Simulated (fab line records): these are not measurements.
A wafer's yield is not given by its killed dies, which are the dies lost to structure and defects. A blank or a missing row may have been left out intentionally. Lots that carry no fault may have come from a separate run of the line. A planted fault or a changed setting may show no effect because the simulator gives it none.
Chamber matching | flow sky130 | 4 sister chambers for SKY_VIA4_CMP_21 on cmp-01
The step polishes, stops on SiO2, t overpolish 25 s, target thk 0 nm. 39 wafers are shown with their chamber, then 12 later ones without.

== WAFERS WITH THEIR CHAMBER ==
wafer  | chamber | timeToEndpointS (s) | motorCurrentA (A) | edgeZonePressureFrac
L074.1 | 2       | 124                 | 12.2              | 1.002
L074.3 | 1       | 117                 | 12.2              | 0.999
L074.5 | 2       | 119                 | 12.6              | 0.999
L075.1 | 3       | 119                 | 11.9              | 1.007
L075.4 | 2       | 122                 | 11.7              | 0.997
L075.6 | 0       | 114                 | 12.5              | 1.001
L077.2 | 0       | 120                 | 12.1              | 0.997
L077.3 | 2       | 121                 | 11.8              | 1.001
L077.5 | 1       | 116                 | 11.9              | 0.990
L079.1 | 1       | 116                 | 11.8              | 1.004
L079.2 | 2       | 123                 | 12.4              | 0.999
L079.4 | 0       | 117                 | 12.5              | 1.000
L080.2 | 0       | 115                 | 12.4              | 1.008
L080.3 | 3       | 118                 | 11.4              | 1.004
L080.4 | 2       | 123                 | 12.5              | 1.007
L081.1 | 0       | 117                 | 12.6              | 1.002
L081.3 | 3       | 117                 | 11.9              | 0.996
L081.5 | 2       | 125                 | 12.6              | 1.006
L082.4 | 1       | 115                 | 12.3              | 1.002
L082.5 | 3       | 122                 | 11.9              | 1.005
L082.6 | 2       | 122                 | 11.1              | 0.992
L084.1 | 3       | 114                 | 11.8              | 0.999
L084.3 | 1       | 113                 | 12.2              | 1.006
L084.5 | 1       | 108                 | 11.7              | 1.006
L087.4 | 1       | 116                 | 11.6              | 0.992
L087.5 | 3       | 123                 | 11.8              | 0.991
L087.6 | 0       | 118                 | 12.5              | 0.989
L088.1 | 2       | 128                 | 11.8              | 0.999
L088.3 | 1       | 114                 | 12.4              | 1.003
L088.6 | 0       | 115                 | 12.6              | 1.006
L090.3 | 2       | 121                 | 12.1              | 0.998
L090.4 | 0       | 115                 | 12.3              | 0.997
L090.6 | 0       | 119                 | 12.4              | 0.999
L091.1 | 2       | 119                 | 12.3              | 0.994
L091.4 | 0       | 111                 | 12.0              | 0.999
L091.5 | 2       | 121                 | 12.6              | 0.992
L092.3 | 2       | 120                 | 12.3              | 0.995
L092.4 | 0       | 113                 | 12.4              | 0.998
L092.5 | 2       | 117                 | 12.2              | 0.999

SIGNATURES (averages over the wafers above)
reading              | chamber 0 | chamber 1 | chamber 2 | chamber 3 | scatter within a chamber
timeToEndpointS      | 115.82    | 114.38    | 121.79    | 118.83    | 2.85
motorCurrentA        | 12.391    | 12.012    | 12.157    | 11.783    | 0.32
edgeZonePressureFrac | 0.99964   | 1.00025   | 0.99857   | 1.00033   | 0.00526
Rule: a wafer's distance from a chamber is the root of the sum, over the readings, of the square of ((its reading less the chamber's mean) divided by the reading's scatter). If the next closest chamber is less than 2 further off than the closest, the wafer can't be placed; otherwise it belongs to the closest. The scatter is the square root of a quotient: the sum, over the shown wafers, of each reading's squared deviation from its chamber's mean, divided by wafers minus chambers.

== WAFERS WITH NO CHAMBER GIVEN ==
wafer  | timeToEndpointS (s) | motorCurrentA (A) | edgeZonePressureFrac
L094.1 | 117                 | 11.2              | 0.996
L094.3 | 118                 | 11.9              | 1.003
L094.5 | 124                 | 12.3              | 1.003
L095.1 | 122                 | 12.2              | 1.001
L095.4 | 121                 | 12.0              | 1.005
L095.6 | 119                 | 11.1              | 0.997
L096.1 | 121                 | 12.5              | 1.002
L096.5 | 119                 | 12.2              | 1.001
L096.6 | 120                 | 12.9              | 0.999
L097.3 | 119                 | 11.6              | 0.990
L097.4 | 114                 | 13.2              | 0.999
L097.5 | 117                 | 13.1              | 1.004

== CHAMBER TAKEN BY EACH ==
wafer  | from the rows above               | in truth
L094.1 | can't be placed: 3 or 1 or 2 or 0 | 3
L094.3 | can't be placed: 3 or 1 or 2 or 0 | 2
L094.5 | can't be placed: 2 or 3 or 0      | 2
L095.1 | can't be placed: 2 or 3 or 0      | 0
L095.4 | can't be placed: 2 or 3 or 0 or 1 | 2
L095.6 | can't be placed: 3 or 1 or 2 or 0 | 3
L096.1 | can't be placed: 2 or 0 or 3 or 1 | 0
L096.5 | can't be placed: 2 or 0 or 3 or 1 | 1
L096.6 | can't be placed: 0 or 2 or 1 or 3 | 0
L097.3 | can't be placed: 3 or 2 or 1 or 0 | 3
L097.4 | can't be placed: 0 or 1 or 2      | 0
L097.5 | can't be placed: 0 or 2 or 1 or 3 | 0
Correctly placed: 0 of 12. From these rows, 12 cannot be placed; in 12 the true chamber is one of the candidates. Number placed wrongly: 0.
